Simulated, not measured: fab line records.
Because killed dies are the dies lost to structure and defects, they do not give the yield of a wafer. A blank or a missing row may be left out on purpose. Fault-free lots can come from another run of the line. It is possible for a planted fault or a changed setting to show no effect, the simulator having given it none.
Which tool did it? ; flow sfq line ; Sampling: 14 lots, 42 wafers, 4 of 325 route steps

## WHAT THE GAUGES SHOWED, per wafer
SFQ_I0_OVL_MEAS_908. Usual: for I0_OVL the level is -4 nm and the standard deviation is 5.4.
lot;measured;on;I0_OVL (nm);flag
L929;day 13 18:08;overlay-01;-1 1 1;
L930;day 13 21:45;overlay-02;-7 -2 0;
L931;day 16 13:22;overlay-01;-2 -7 1;
L933;day 17 13:29;overlay-02;-2 0 -9;
L937;day 18 03:52;overlay-01;-2 -2 11;
L938;day 18 08:40;overlay-02;1 -1 -7;
L940;day 18 13:28;overlay-02;-8 -1 0;
L942;day 18 17:04;overlay-02;-11 -12 -10;
L943;day 18 20:40;overlay-01;-2 -1 -3;
L946;day 19 03:52;overlay-02;-13 0 -9;
L948;day 19 07:28;overlay-01;-7 5 3;
L949;day 19 09:52;overlay-02;-15 -10 -11;
L950;day 19 17:04;overlay-01;10 -6 3;
L951;day 19 19:28;overlay-02;-10 -6 -12;

SFQ_I4_BOW_MEAS_927. Usual: for I4_BOW the level is 3 um and the standard deviation is 11.
lot;measured;on;I4_BOW (um);flag
L929;day 37 06:53;film metro-01;-13 -17 -17;
L930;day 37 08:37;film metro-02;-11 3 5;
L931;day 37 14:37;film metro-01;0 -10 3;
L933;day 38 08:35;film metro-01;-1 -5 -2;
L937;day 44 11:00;film metro-01;7 6 -5;
L938;day 45 18:53;film metro-01;4 -3 -4;
L940;day 46 18:53;film metro-01;25 6 4;
L942;day 49 18:24;film metro-03;-1 15 9;
L943;day 49 20:12;film metro-02;-6 -6 6;
L946;day 50 00:24;film metro-02;1 -10 5;
L948;day 50 03:25;film metro-02;13 3 10;
L949;day 50 05:13;film metro-03;7 7 12;
L950;day 50 16:06;film metro-03;4 -10 0;
L951;day 55 01:11;film metro-03;-1 -15 -5;

## WHICH TOOL RAN EACH LOT (tool, then ch and the chambers of the sampled wafers, then the start)
lot;SFQ_TRILAYER_M1_LITHO_PEB_042;SFQ_TRILAYER_M3_BARC_OPEN_METAL_ETCH_100
L929;litho track-03 ch 0, day 16 18:57;rie metal-03 ch 0,1, day 29 17:05
L930;litho track-03 ch 0, day 16 20:10;rie metal-01 ch 0,1, day 29 18:17
L931;litho track-03 ch 0, day 16 22:34;rie metal-02 ch 0,1, day 29 20:37
L933;litho track-01 ch 0, day 17 16:50;rie metal-01 ch 0,1, day 30 19:54
L937;litho track-02, day 18 07:32;rie metal-01 ch 0, day 33 16:13
L938;litho track-03, day 18 12:29;rie metal-02 ch 0,1, day 38 20:37
L940;litho track-03 ch 0, day 18 16:41;rie metal-02 ch 0,1, day 39 03:22
L942;litho track-02 ch 0, day 18 23:06;rie metal-02 ch 0,1, day 44 07:05
L943;litho track-02 ch 0, day 19 00:18;rie metal-03 ch 0,1, day 44 08:17
L946;litho track-03 ch 0, day 19 08:22;rie metal-03 ch 0,1, day 44 17:53
L948;litho track-02 ch 0, day 19 10:47;rie metal-03 ch 0,1, day 44 21:29
L949;litho track-03 ch 0, day 19 13:11;rie metal-02 ch 0,1, day 44 22:41
L950;litho track-03 ch 0, day 19 20:17;rie metal-01 ch 0,1, day 45 01:05
L951;litho track-02 ch 0, day 19 23:17;rie metal-03 ch 0,1, day 45 03:29
- SFQ_TRILAYER_M1_LITHO_PEB_042: peb time 60 s.
- SFQ_TRILAYER_M3_BARC_OPEN_METAL_ETCH_100: etches BARC in O2, target depth 125 nm, time 41.7 s.

## AS READ BY THE TOOLS THEMSELVES (means over the sampled wafers that have a number; for cases with no such wafer, the mark the record gives instead)
SFQ_TRILAYER_M1_LITHO_PEB_042. Usual: chill plate temp C 23.01 C, standard deviation 0.1; exhaust pa 45.0 Pa, standard deviation 0.87; resist line temp C 23.02 C, standard deviation 0.11.
lot;tool;chill plate temp C (C);exhaust pa (Pa);resist line temp C (C);flag
L929;litho track-03;22.97;45.9;22.99;
L930;litho track-03;23.18;44.1;23.01;
L931;litho track-03;22.99;46.1;23.15;
L933;litho track-01;22.81;45.3;23.09;
L937;litho track-02;-;-;-;OFF
L938;litho track-03;-;-;-;OFF
L940;litho track-03;23.01;44.8;23.03;
L942;litho track-02;22.88;45.2;22.95;
L943;litho track-02;22.97;44.5;22.85;
L946;litho track-03;23.04;44.2;22.88;
L948;litho track-02;23.09;44.4;22.90;
L949;litho track-03;23.12;44.3;22.91;
L950;litho track-03;22.98;45.0;22.85;
L951;litho track-02;22.94;45.1;23.01;

SFQ_TRILAYER_M3_BARC_OPEN_METAL_ETCH_100. Usual: drypump motor current A 5.9 A, standard deviation 0.48; he backside leak sccm 3.47 sccm, standard deviation 0.17; oes product au 0.685 a.u., standard deviation 0.0048.
lot;tool;drypump motor current A (A);he backside leak sccm (sccm);oes product au (a.u.);flag
L929;rie metal-03;6.0;3.58;0.684;
L930;rie metal-01;5.7;3.46;0.687;
L931;rie metal-02;5.6;3.41;0.685;
L933;rie metal-01;5.7;3.46;0.689;
L937;rie metal-01;5.8;3.82;0.689;
L938;rie metal-02;5.6;3.54;0.684;
L940;rie metal-02;6.1;3.51;0.680;
L942;rie metal-02;6.1;3.45;0.683;
L943;rie metal-03;6.1;3.45;0.687;
L946;rie metal-03;5.8;3.38;0.689;
L948;rie metal-03;6.1;3.57;0.687;
L949;rie metal-02;6.1;3.42;0.689;
L950;rie metal-01;5.8;3.36;0.684;
L951;rie metal-03;5.8;3.37;0.685;

## THE ANSWER, worked out from the rows above alone
Rule: lot off if the mean of its wafers having a number is beyond 3 standard deviations from the usual mean. A lot without any number at a reading at which 4 lots or more have one is off too. All remaining lots with rows at the step are treated as sound. First the gauges in route order, then the tools' own readings, where a lot's mean is used as printed above. At the first step where some lot is off, the reading lying furthest off is the one used; lots without a number count as furthest.
Off: L937, L938 (SFQ_TRILAYER_M1_LITHO_PEB_042, chill plate temp C). Without a number there: L937, L938.
A tool fits if, at that step or a process step before it, it ran every lot that is off, and no sound lot after the first of them. Of those tried, none fits.

## WHAT THE SIMULATOR HAD PUT IN
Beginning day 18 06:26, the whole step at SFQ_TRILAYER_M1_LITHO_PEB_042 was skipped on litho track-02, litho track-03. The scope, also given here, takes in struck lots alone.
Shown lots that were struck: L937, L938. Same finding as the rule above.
